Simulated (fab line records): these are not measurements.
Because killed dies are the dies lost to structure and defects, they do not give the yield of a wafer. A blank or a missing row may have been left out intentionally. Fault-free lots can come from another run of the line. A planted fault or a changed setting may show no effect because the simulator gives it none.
What tool caused it? + flow sky130 + 35 wafers from 12 lots sampled at 3 of the route's 708 steps

## WHAT THE GAUGES READ, wafer by wafer
SKY_METAL2_RS_MEAS_05: a four-point-probe measurement. Usual: for METAL2_ALCU_RS the level is 0.1268 ohm/sq and the standard deviation is 0.0012.
| lot  | measured     | on            | METAL2_ALCU_RS (ohm/sq) | flag |
|------|--------------|---------------|-------------------------|------|
| L970 | day 33 16:40 | film_metro-03 | 0.1262 0.1266 0.1272    |      |
| L972 | day 34 08:19 | film_metro-03 | 0.1267 0.1265 0.1284    |      |
| L973 | day 34 16:05 | film_metro-02 | 0.1257 0.1256 0.1253    |      |
| L974 | day 35 01:48 | film_metro-02 | 0.1255 0.1242 0.1252    |      |
| L978 | day 36 19:39 | film_metro-02 | 0.1270 0.1262 0.1256    |      |
| L976 | day 36 19:38 | film_metro-04 | 0.1280 0.1281 0.1272    |      |
| L977 | day 36 23:29 | film_metro-04 | 0.1298 0.1295 0.1288    |      |
| L979 | day 37 02:15 | film_metro-02 | 0.1268 0.1279 0.1278    |      |
| L981 | day 37 16:55 | film_metro-03 | 0.1273 0.1285 0.1275    |      |
| L984 | day 38 15:45 | film_metro-02 | 0.1262 0.1280           |      |
| L985 | day 39 00:05 | film_metro-03 | 0.1260 0.1270 0.1261    |      |
| L993 | day 40 20:19 | film_metro-02 | 0.1263 0.1271 0.1270    |      |

## WHAT TOOL EACH LOT RAN ON (gives the tool, then ch and the chambers of the sampled wafers, and finally the start)
| lot  | SKY_VIA1_STRIP_16                    | SKY_METAL2_SPUTTER_04        |
|------|--------------------------------------|------------------------------|
| L970 | plasma_asher-03 ch 0,1, day 33 15:18 | pvd_sputter-02, day 33 16:38 |
| L972 | plasma_asher-04 ch 0,1, day 34 06:34 | pvd_sputter-02, day 34 08:12 |
| L973 | plasma_asher-04 ch 0,1, day 34 14:17 | pvd_sputter-02, day 34 15:59 |
| L974 | plasma_asher-04 ch 0,1, day 35 00:19 | pvd_sputter-02, day 35 01:43 |
| L978 | plasma_asher-04 ch 0,1, day 36 17:45 | pvd_sputter-03, day 36 19:35 |
| L976 | plasma_asher-02 ch 0,1, day 36 18:10 | pvd_sputter-04, day 36 19:33 |
| L977 | plasma_asher-02 ch 0,1, day 36 21:53 | pvd_sputter-03, day 36 23:26 |
| L979 | plasma_asher-04 ch 0,1, day 37 00:18 | pvd_sputter-02, day 37 02:11 |
| L981 | plasma_asher-03 ch 0,1, day 37 15:02 | pvd_sputter-04, day 37 16:52 |
| L984 | plasma_asher-04 ch 0,1, day 38 14:08 | pvd_sputter-04, day 38 15:41 |
| L985 | plasma_asher-02 ch 0,1, day 38 22:08 | pvd_sputter-03, day 39 00:01 |
| L993 | plasma_asher-03 ch 0,1, day 40 18:54 | pvd_sputter-02, day 40 20:16 |
- SKY_VIA1_STRIP_16: strips in O2/N2.
- SKY_METAL2_SPUTTER_04: material TiN, target thk 70 nm, time 58.3 s.

## AS READ BY THE TOOLS THEMSELVES (means over the sampled wafers that have a number; for cases with no such wafer, the mark the record gives instead)
SKY_VIA1_STRIP_16. Usual: drypump_motor_current_A 5.8 A, standard deviation 0.34; oes_product_au 0.416 a.u., standard deviation 0.0046; strip_time_to_endpoint_s 4.455 s, standard deviation 0.02.
| lot  | tool            | drypump_motor_current_A (A) | oes_product_au (a.u.) | strip_time_to_endpoint_s (s) | flag |
|------|-----------------|-----------------------------|-----------------------|------------------------------|------|
| L970 | plasma_asher-03 | 5.6                         | 0.415                 | 4.453                        |      |
| L972 | plasma_asher-04 | 5.9                         | 0.417                 | 4.474                        |      |
| L973 | plasma_asher-04 | 5.9                         | 0.418                 | 4.450                        |      |
| L974 | plasma_asher-04 | 5.9                         | 0.418                 | 4.419                        |      |
| L978 | plasma_asher-04 | 5.9                         | 0.415                 | 4.432                        |      |
| L976 | plasma_asher-02 | 5.4                         | 0.420                 | 4.442                        |      |
| L977 | plasma_asher-02 | 5.6                         | 0.412                 | 4.456                        |      |
| L979 | plasma_asher-04 | 6.1                         | 0.413                 | 4.450                        |      |
| L981 | plasma_asher-03 | 5.6                         | 0.421                 | 4.444                        |      |
| L984 | plasma_asher-04 | 6.0                         | 0.413                 | 4.463                        |      |
| L985 | plasma_asher-02 | 5.4                         | 0.422                 | 4.464                        |      |
| L993 | plasma_asher-03 | 5.5                         | 0.417                 | 4.493                        |      |

SKY_METAL2_SPUTTER_04. Usual: throttle_valve_pct 29.7 %, standard deviation 1.2.
| lot  | tool           | throttle_valve_pct (%) | flag |
|------|----------------|------------------------|------|
| L970 | pvd_sputter-02 | 29.8                   |      |
| L972 | pvd_sputter-02 | 29.8                   |      |
| L973 | pvd_sputter-02 | 29.3                   |      |
| L974 | pvd_sputter-02 | 29.1                   |      |
| L978 | pvd_sputter-03 | 31.5                   |      |
| L976 | pvd_sputter-04 | 30.6                   |      |
| L977 | pvd_sputter-03 | 30.6                   |      |
| L979 | pvd_sputter-02 | 29.2                   |      |
| L981 | pvd_sputter-04 | 29.9                   |      |
| L984 | pvd_sputter-04 | 29.4                   |      |
| L985 | pvd_sputter-03 | 30.5                   |      |
| L993 | pvd_sputter-02 | 29.8                   |      |

## THE ANSWER, worked out from the rows above alone
Rule: a lot counts as off when the mean over its wafers that have a number is more than 3 standard deviations away from the usual mean. A lot without any number at a reading at which 4 lots or more have one is off too. All remaining lots with rows at the step are treated as sound. First the gauges in route order, then the tools' own readings, where a lot's mean is used as printed above. The first step at which some lot is off is used, and at that step the reading that is off furthest; a lot without a number counts as furthest.
Across all readings shown, no lot is off: no conclusion can be drawn from this.

## WHAT THE SIMULATOR PUT IN
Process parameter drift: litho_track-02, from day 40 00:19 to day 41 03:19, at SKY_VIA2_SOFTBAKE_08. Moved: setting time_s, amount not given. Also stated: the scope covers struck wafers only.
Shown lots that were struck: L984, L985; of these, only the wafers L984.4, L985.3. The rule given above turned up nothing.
